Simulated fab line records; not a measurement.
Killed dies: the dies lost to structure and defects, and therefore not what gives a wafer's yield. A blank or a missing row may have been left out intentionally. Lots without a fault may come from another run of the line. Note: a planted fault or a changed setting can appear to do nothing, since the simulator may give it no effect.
Which tool is to blame? :: flow sky130 :: 14 lots, 42 wafers sampled, at 3 steps of a route of 708

## WHAT THE GAUGES SHOWED, per wafer
No reading from a measuring or inspecting step in the record can be judged against a usual standard deviation.

## WHAT TOOL EACH LOT RAN ON (gives the tool, then ch and the chambers of the sampled wafers, and finally the start)
lot: L894
SKY_POLY_GATE_ETCH_16: rie_diel-03 ch 0,2,3, day 16 10:22
SKY_POLY_GATE_STRIP_18: plasma_asher-03 ch 0,1, day 16 10:32
SKY_PAD_OPEN_PROBE_99: -

lot: L895
SKY_POLY_GATE_ETCH_16: rie_diel-04 ch 1,2, day 16 18:56
SKY_POLY_GATE_STRIP_18: plasma_asher-04 ch 0,1, day 16 19:05
SKY_PAD_OPEN_PROBE_99: -

lot: L896
SKY_POLY_GATE_ETCH_16: rie_diel-03 ch 0,1,3, day 17 03:58
SKY_POLY_GATE_STRIP_18: plasma_asher-04 ch 0,1, day 17 04:08
SKY_PAD_OPEN_PROBE_99: -

lot: L897
SKY_POLY_GATE_ETCH_16: rie_diel-01 ch 0,1, day 17 17:16
SKY_POLY_GATE_STRIP_18: plasma_asher-03 ch 0,1, day 17 17:26
SKY_PAD_OPEN_PROBE_99: -

lot: L900
SKY_POLY_GATE_ETCH_16: rie_diel-03 ch 0,2,3, day 18 15:40
SKY_POLY_GATE_STRIP_18: plasma_asher-04 ch 0,1, day 18 15:52
SKY_PAD_OPEN_PROBE_99: -

lot: L901
SKY_POLY_GATE_ETCH_16: rie_diel-04 ch 0,2,3, day 19 04:01
SKY_POLY_GATE_STRIP_18: plasma_asher-04 ch 0,1, day 19 04:11
SKY_PAD_OPEN_PROBE_99: -

lot: L903
SKY_POLY_GATE_ETCH_16: rie_diel-01 ch 1,3, day 19 20:38
SKY_POLY_GATE_STRIP_18: plasma_asher-02 ch 0,1, day 19 20:48
SKY_PAD_OPEN_PROBE_99: prober-02, day 48 05:01

lot: L902
SKY_POLY_GATE_ETCH_16: rie_diel-03 ch 1,2,3, day 19 22:17
SKY_POLY_GATE_STRIP_18: plasma_asher-04 ch 0, day 19 22:27
SKY_PAD_OPEN_PROBE_99: -

lot: L910
SKY_POLY_GATE_ETCH_16: rie_diel-03 ch 0,2,3, day 22 17:50
SKY_POLY_GATE_STRIP_18: plasma_asher-03 ch 0,1, day 22 17:59
SKY_PAD_OPEN_PROBE_99: prober-02, day 49 21:37

lot: L911
SKY_POLY_GATE_ETCH_16: rie_diel-03 ch 0,2,3, day 22 23:58
SKY_POLY_GATE_STRIP_18: plasma_asher-04 ch 0,1, day 23 00:08
SKY_PAD_OPEN_PROBE_99: -

lot: L913
SKY_POLY_GATE_ETCH_16: rie_diel-01 ch 2,3, day 23 18:19
SKY_POLY_GATE_STRIP_18: plasma_asher-02 ch 0,1, day 23 18:29
SKY_PAD_OPEN_PROBE_99: -

lot: L915
SKY_POLY_GATE_ETCH_16: rie_diel-04 ch 2,3, day 24 06:59
SKY_POLY_GATE_STRIP_18: plasma_asher-03 ch 0,1, day 24 07:08
SKY_PAD_OPEN_PROBE_99: -

lot: L916
SKY_POLY_GATE_ETCH_16: rie_diel-04 ch 0,2,3, day 24 10:26
SKY_POLY_GATE_STRIP_18: plasma_asher-03 ch 0,1, day 24 10:35
SKY_PAD_OPEN_PROBE_99: -

lot: L917
SKY_POLY_GATE_ETCH_16: rie_diel-04 ch 0,2,3, day 24 18:52
SKY_POLY_GATE_STRIP_18: plasma_asher-02 ch 0,1, day 24 19:01
SKY_PAD_OPEN_PROBE_99: -
- SKY_POLY_GATE_ETCH_16: etches Si3N4 in CH3F/O2, stops on poly-Si, time 147.5 s, target depth 75 nm.
- SKY_POLY_GATE_STRIP_18: strips in O2/N2.
- SKY_PAD_OPEN_PROBE_99

## AS READ BY THE TOOLS THEMSELVES (means over the sampled wafers that have a number; for cases with no such wafer, the mark the record gives instead)
SKY_POLY_GATE_ETCH_16.
lot: L894
tool: rie_diel-03
O2_flow_sccm (sccm): 29.99
bias_w (W): 80.20
drypump_motor_current_A (A): 5.4
oes_product_au (a.u.): 0.639
rf_fwd_power_W (W): 398.0
throttle_valve_pct (%): 10.532

lot: L895
tool: rie_diel-04
O2_flow_sccm (sccm): 29.96
bias_w (W): 80.07
drypump_motor_current_A (A): 6.1
oes_product_au (a.u.): 0.639
rf_fwd_power_W (W): 398.4
throttle_valve_pct (%): 10.529

lot: L896
tool: rie_diel-03
O2_flow_sccm (sccm): 30.05
bias_w (W): 80.13
drypump_motor_current_A (A): 5.1
oes_product_au (a.u.): 0.635
rf_fwd_power_W (W): 399.1
throttle_valve_pct (%): 10.537

lot: L897
tool: rie_diel-01
O2_flow_sccm (sccm): 29.88
bias_w (W): 79.78
drypump_motor_current_A (A): 6.0
oes_product_au (a.u.): 0.636
rf_fwd_power_W (W): 399.8
throttle_valve_pct (%): 10.539

lot: L900
tool: rie_diel-03
O2_flow_sccm (sccm): 30.02
bias_w (W): 79.93
drypump_motor_current_A (A): 5.4
oes_product_au (a.u.): 0.640
rf_fwd_power_W (W): 398.4
throttle_valve_pct (%): 10.533

lot: L901
tool: rie_diel-04
O2_flow_sccm (sccm): 30.03
bias_w (W): 79.92
drypump_motor_current_A (A): 6.0
oes_product_au (a.u.): 0.635
rf_fwd_power_W (W): 398.6
throttle_valve_pct (%): 10.517

lot: L903
tool: rie_diel-01
O2_flow_sccm (sccm): 30.01
bias_w (W): 80.18
drypump_motor_current_A (A): 5.5
oes_product_au (a.u.): 0.636
rf_fwd_power_W (W): 398.4
throttle_valve_pct (%): 10.535

lot: L902
tool: rie_diel-03
O2_flow_sccm (sccm): 30.03
bias_w (W): 79.96
drypump_motor_current_A (A): 5.3
oes_product_au (a.u.): 0.643
rf_fwd_power_W (W): 398.0
throttle_valve_pct (%): 10.531

lot: L910
tool: rie_diel-03
O2_flow_sccm (sccm): 30.01
bias_w (W): 91.80
drypump_motor_current_A (A): 5.4
oes_product_au (a.u.): 0.639
rf_fwd_power_W (W): 399.4
throttle_valve_pct (%): 10.533

lot: L911
tool: rie_diel-03
O2_flow_sccm (sccm): 30.00
bias_w (W): 92.26
drypump_motor_current_A (A): 5.4
oes_product_au (a.u.): 0.637
rf_fwd_power_W (W): 397.7
throttle_valve_pct (%): 10.543

lot: L913
tool: rie_diel-01
O2_flow_sccm (sccm): 29.97
bias_w (W): 80.12
drypump_motor_current_A (A): 5.0
oes_product_au (a.u.): 0.635
rf_fwd_power_W (W): 398.2
throttle_valve_pct (%): 10.531

lot: L915
tool: rie_diel-04
O2_flow_sccm (sccm): 29.93
bias_w (W): 79.88
drypump_motor_current_A (A): 6.1
oes_product_au (a.u.): 0.641
rf_fwd_power_W (W): 398.4
throttle_valve_pct (%): 10.531

lot: L916
tool: rie_diel-04
O2_flow_sccm (sccm): 29.99
bias_w (W): 79.74
drypump_motor_current_A (A): 6.0
oes_product_au (a.u.): 0.646
rf_fwd_power_W (W): 398.1
throttle_valve_pct (%): 10.536

lot: L917
tool: rie_diel-04
O2_flow_sccm (sccm): 30.04
bias_w (W): 79.82
drypump_motor_current_A (A): 6.0
oes_product_au (a.u.): 0.637
rf_fwd_power_W (W): 397.4
throttle_valve_pct (%): 10.537

SKY_POLY_GATE_STRIP_18.
lot: L894
tool: plasma_asher-03
drypump_motor_current_A (A): 6.0
oes_product_au (a.u.): 0.365
strip_time_to_endpoint_s (s): 3.18

lot: L895
tool: plasma_asher-04
drypump_motor_current_A (A): 6.3
oes_product_au (a.u.): 0.362
strip_time_to_endpoint_s (s): 3.10

lot: L896
tool: plasma_asher-04
drypump_motor_current_A (A): 6.3
oes_product_au (a.u.): 0.362
strip_time_to_endpoint_s (s): 3.17

lot: L897
tool: plasma_asher-03
drypump_motor_current_A (A): 6.0
oes_product_au (a.u.): 0.358
strip_time_to_endpoint_s (s): 3.18

lot: L900
tool: plasma_asher-04
drypump_motor_current_A (A): 6.3
oes_product_au (a.u.): 0.360
strip_time_to_endpoint_s (s): 3.20

lot: L901
tool: plasma_asher-04
drypump_motor_current_A (A): 6.3
oes_product_au (a.u.): 0.365
strip_time_to_endpoint_s (s): 3.19

lot: L903
tool: plasma_asher-02
drypump_motor_current_A (A): 5.5
oes_product_au (a.u.): 0.362
strip_time_to_endpoint_s (s): 3.15

lot: L902
tool: plasma_asher-04
drypump_motor_current_A (A): 6.3
oes_product_au (a.u.): 0.359
strip_time_to_endpoint_s (s): 3.13

lot: L910
tool: plasma_asher-03
drypump_motor_current_A (A): 6.4
oes_product_au (a.u.): 0.359
strip_time_to_endpoint_s (s): 3.12

lot: L911
tool: plasma_asher-04
drypump_motor_current_A (A): 6.3
oes_product_au (a.u.): 0.355
strip_time_to_endpoint_s (s): 3.09

lot: L913
tool: plasma_asher-02
drypump_motor_current_A (A): 5.6
oes_product_au (a.u.): 0.357
strip_time_to_endpoint_s (s): 3.12

lot: L915
tool: plasma_asher-03
drypump_motor_current_A (A): 6.0
oes_product_au (a.u.): 0.363
strip_time_to_endpoint_s (s): 3.18

lot: L916
tool: plasma_asher-03
drypump_motor_current_A (A): 6.4
oes_product_au (a.u.): 0.357
strip_time_to_endpoint_s (s): 3.16

lot: L917
tool: plasma_asher-02
drypump_motor_current_A (A): 5.6
oes_product_au (a.u.): 0.357
strip_time_to_endpoint_s (s): 3.19

SKY_PAD_OPEN_PROBE_99.
lot: L903
tool: prober-02
killed_at_M0_to_M3: 45
killed_at_M4_up: 3.3
killed_at_contacts: 25
killed_at_front_end: 13
killed_at_other: 0.7
killed_dies: 87
killed_open: 47
killed_short: 41

lot: L910
tool: prober-02
killed_at_M0_to_M3: 55
killed_at_M4_up: 4.0
killed_at_contacts: 19
killed_at_front_end: 10
killed_at_other: 0.0
killed_dies: 88
killed_open: 44
killed_short: 44

## THE ANSWER, worked out from the rows above alone
Rule: the lots themselves supply what counts as usual. The widest of any qualifying gaps counts: lots, ordered by their means at a reading, are off when they make up no more than a third of the lots, leave a main group of 4 or more, and stand apart from it by 3 or more times the standard deviation of that group's means. The tables above print the reading to a certain number of digits; a main group whose means all agree to those digits is not used. Also off: a lot with no number at a reading for which 4 or more lots have one. All remaining lots with rows at the step are treated as sound. First the gauges in route order, then the tools' own readings, where a lot's mean is used as printed above. At the first step where some lot is off, the reading lying furthest off is the one used; lots without a number count as furthest.
Off at SKY_POLY_GATE_ETCH_16 (bias_w): L910, L911. Mean 79.98 W and standard deviation 0.15 in the main group.
If a tool, at that step or one of the process steps before it, ran each lot that is off and ran no sound lot following the first of them, it fits. One fits: rie_diel-03 at SKY_POLY_GATE_ETCH_16. Its last sound lot is L902 (day 19 22:17), its first lot that is off L910 (day 22 17:50): a fault that began between those two fits.
The tool's own readings at SKY_POLY_GATE_ETCH_16 bear it out: on the lots that are off they differ by more than 5 times the standard deviation of the sound lots' means. bias_w reads 92.03 W there against 79.98 W on the sound lots.

## WHAT THE SIMULATOR HAD PUT IN
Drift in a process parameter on rie_diel-03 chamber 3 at SKY_POLY_GATE_ETCH_16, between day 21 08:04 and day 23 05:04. Setting bias_w shifted by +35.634 from 80. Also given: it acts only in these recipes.
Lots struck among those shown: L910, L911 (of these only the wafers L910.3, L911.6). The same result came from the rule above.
